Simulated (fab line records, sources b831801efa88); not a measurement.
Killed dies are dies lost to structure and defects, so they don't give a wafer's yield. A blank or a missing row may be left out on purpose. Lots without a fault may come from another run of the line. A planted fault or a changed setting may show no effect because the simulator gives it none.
A struck lot beside a sound one | flow gf180mcu | 14 steps out of a route of 602
Sound: wafers L672.1, L672.2, L672.3. Struck: wafers L667.3, L667.4, L667.6. The cause comes at the end.
At each step with rows: each side's tool, then ch and its chambers, then its first start. Under that, the readings that differ: sound wafers | struck wafers | difference of the means | sigmas: that difference in standard deviations of wafers without a fault.
alike: readings whose means differ by less than 2 such deviations, and words and numbers that are the same on both sides. not compared: withheld readings, readings that some wafer has no value for, bounds like >300 that may hide the same value, and numbers for which the record gives no deviation and whose values overlap.
The two part at a step that has a row with sigmas, a row that says differs or no value, or rows on one side only. Numbers that don't overlap but have no deviation are shown without sigmas and don't part them. A reading that every wafer of one side lacks parts them only if that side has two wafers or more.

first, 3 steps without rows for these wafers: GF_V3_STRIP_18 (strips in O2/N2); GF_V3_STRIP_19 (strips in post etch residue remover, time 1200 s); GF_V3_CLEAN_20 (cleans in DIW).
GF_V3_SPUTTER_21: material Ti, target thk 15 nm, time 80.02 s.
  sound on pvd_sputter-04, day 27 20:59; struck on pvd_sputter-03, day 26 03:45
  alike: cathode_dc_power_W, chamber_pressure_pa, throttle_valve_pct
GF_V3_SPUTTER_22: material TiN, target thk 10 nm, time 40 s.
  sound on pvd_sputter-04, day 27 21:03; struck on pvd_sputter-03, day 26 03:49
  alike: cathode_dc_power_W, chamber_pressure_pa, throttle_valve_pct
then, 1 step without rows for these wafers: GF_V3_CVD_23 (deposits W, target thk 350 nm, time 104.9 s).
GF_V3_RS_MEAS_24: measures by four-point-probe.
  sound on film_metro-03, day 27 21:12; struck on film_metro-03, day 26 04:00
  alike: V3_W_RS
GF_V3_THK_MEAS_25: measures by xrf.
  sound on film_metro-03, day 27 21:19; struck on film_metro-03, day 26 04:06
  alike: V3_W_THK
GF_V3_CMP_26: polishes, stops on SiO2, t overpolish 15 s, target thk 0 nm.
  sound on cmp-02 ch 0,1,2, day 27 21:23; struck on cmp-02 ch 0,3, day 26 04:08
  alike: motor_current_A, overpolish_run_s, retaining_ring_pressure_frac, slurry_flow_ml_min, time_to_endpoint_s
GF_M4_SPUTTER_00: material Ti, target thk 37.5 nm, time 150 s.
  sound on pvd_sputter-02, day 27 21:41; struck on pvd_sputter-01, day 26 04:26
  alike: cathode_dc_power_W, chamber_pressure_pa, throttle_valve_pct
GF_M4_SPUTTER_01: material TiN, target thk 30 nm, time 25 s.
  sound on pvd_sputter-02, day 27 21:47; struck on pvd_sputter-01, day 26 04:32
  reading                | sound          | struck         | difference | sigmas
  throttle_valve_pct (%) | 30.0 31.0 30.1 | 29.2 28.6 28.9 | -1.5       | -2
  alike: cathode_dc_power_W, chamber_pressure_pa
then, 1 step without rows for these wafers: GF_M4_SPUTTER_02 (material AlCu, target thk 450 nm, time 23.9 s).
GF_M4_SPUTTER_03: material Ti, target thk 10 nm, time 6.7 s.
  sound on pvd_sputter-02, day 27 21:50; struck on pvd_sputter-01, day 26 04:36
  no value came back on the struck wafers for cathode_dc_power_W (W), chamber_pressure_pa (Pa), throttle_valve_pct (%), time_s (s); on the sound wafers cathode_dc_power_W (W) reads 3000.7 3000.6 2999.1
then, 1 step without rows for these wafers: GF_M4_SPUTTER_04 (material TiN, target thk 50 nm, time 41.7 s).

WHERE THEY PART
First at GF_M4_SPUTTER_01; last, within this record, at GF_M4_SPUTTER_03.

WHY: what the simulator had put in
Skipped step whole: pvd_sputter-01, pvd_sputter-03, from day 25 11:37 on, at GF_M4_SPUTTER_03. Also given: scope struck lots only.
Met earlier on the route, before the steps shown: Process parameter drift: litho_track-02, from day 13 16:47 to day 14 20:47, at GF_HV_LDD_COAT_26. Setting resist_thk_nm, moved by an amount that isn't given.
